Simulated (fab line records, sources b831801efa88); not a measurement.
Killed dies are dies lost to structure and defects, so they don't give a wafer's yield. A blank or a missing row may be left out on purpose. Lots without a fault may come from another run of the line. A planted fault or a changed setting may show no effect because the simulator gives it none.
Problem report in the 8D (eight disciplines) form, filled by code | flow sky130 | the parts of the form that need people (team, actions taken, sign-off) are left out

1. THE PROBLEM
VIA4_HDPCVD_THK at SKY_VIA4_THK_MEAS_01 reads a mean of 2098 nm on 1 wafer of 1 lot; wafers without a fault read 1748 nm with a standard deviation of 20. That is +18 standard deviations from the usual mean.
First seen on wafer L854.3, day 46 00:05, on film_metro-04. The record holds 33 wafers of 11 lots with a number at this step. Rule for "out", or "out of limits": more than 4 standard deviations from the usual mean. The other wafers with a number count as sound.

2. WHAT IT IS AND WHAT IT IS NOT
question                    | is                | is not
which readings at this step | VIA4_HDPCVD_THK   | -
which lots                  | L854              | L839, L841, L844, L845, L846, L848, L849, L850, L851, L861
which wafers of those lots  | L854.3            | L854.2, L854.5
read on which gauges        | film_metro-04     | film_metro-01, film_metro-03
when                        | from day 46 00:05 | up to then (29 sound wafers); but 3 sound wafers of L861 came after

3. SUSPECTS, AND WHAT RULES EACH OUT
Counting: a tool at a process step up to the reading stays a suspect if it ran every lot that is out. Sound lots after the first of them don't rule it out here, since some wafers of a struck lot are sound.
- the gauge at SKY_VIA4_THK_MEAS_01: ruled out. All the wafers that are out were read on film_metro-04, but those of them that SKY_VIA4_HDPCVD_00 has rows for are out there too, on other tools.
- plasma_asher-03 at SKY_METAL1_STRIP_20 (strips in O2/N2): kept. It ran the lot that is out, L854 (day 37 14:09); its last sound lot up to then is L851 (day 36 09:43).
- cmp-01 at SKY_VIA1_CMP_02 (polishes SiO2): kept. It ran the lot that is out, L854 (day 37 14:55); its last sound lot up to then is L850 (day 36 06:57).
- rie_diel-03 at SKY_VIA1_ETCH_14 (etches BARC in N2/H2, stops on SiO2, time 45.9 s, target depth 60 nm): kept. It ran the lot that is out, L854 (day 38 18:04); its last sound lot up to then is L851 (day 37 12:19).
- hdpcvd-02 at SKY_VIA4_HDPCVD_00 (deposits SiO2, target thk 1750 nm, time 291.7 s): kept. It ran the lot that is out, L854 (day 45 23:54); its last sound lot up to then is L851 (day 44 20:51). Its own readings are out on those wafers: sih4_flow_sccm.
- Within cmp-01 at SKY_VIA1_CMP_02: the wafers that are out ran in chamber 3; their sound lot-mates ran in chamber 1.
- Within rie_diel-03 at SKY_VIA1_ETCH_14: the wafers that are out ran in chamber 0; their sound lot-mates ran in chamber 2.
- Within hdpcvd-02 at SKY_VIA4_HDPCVD_00: the wafers that are out ran in chamber 1; their sound lot-mates ran in chambers 0, 2.
Left after counting: plasma_asher-03 at SKY_METAL1_STRIP_20, cmp-01 at SKY_VIA1_CMP_02, rie_diel-03 at SKY_VIA1_ETCH_14, hdpcvd-02 at SKY_VIA4_HDPCVD_00.

4. THE CAUSE (what the simulator had put in)
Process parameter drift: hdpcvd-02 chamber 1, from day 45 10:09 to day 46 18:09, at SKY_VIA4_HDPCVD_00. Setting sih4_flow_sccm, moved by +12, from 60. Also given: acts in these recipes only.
Counting left 4 suspects, and this tool is among them.

5. THE CHAIN OF EFFECTS, in route order
Each row: a reading whose mean over the struck wafers that have a number lies more than 3 standard deviations from the usual. Only readings for which the record gives a usual standard deviation are gone through. hours: the time from each lot's start at the first step in this table that gives one to its start at this step, as a median over the lots. sigmas: the change in usual standard deviations.
hours | step                 | reading         | usual      | on struck wafers | change | sigmas
0     | SKY_VIA4_HDPCVD_00   | sih4_flow_sccm  | 59.99 sccm | 71.85            | +11.86 | +62
0     | SKY_VIA4_THK_MEAS_01 | VIA4_HDPCVD_THK | 1748 nm    | 2098             | +350   | +18
The process steps in it:
- SKY_VIA4_HDPCVD_00: deposits SiO2, target thk 1750 nm, time 291.7 s.

6. WHAT WOULD HAVE CAUGHT IT SOONER
In this record the first reading out of limits at a measuring or inspecting step was taken at day 46 00:05, 14 hours after the fault began at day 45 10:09.
The tool's own readings at SKY_VIA4_HDPCVD_00 were out on every struck wafer that the step has a row for (sih4_flow_sccm): an alarm limit on them would have fired on the first of those.
All the lots that are out (1) had begun SKY_VIA4_HDPCVD_00 on hdpcvd-02 by day 46 00:05. A hold on the tool at that time would have spared none of them.
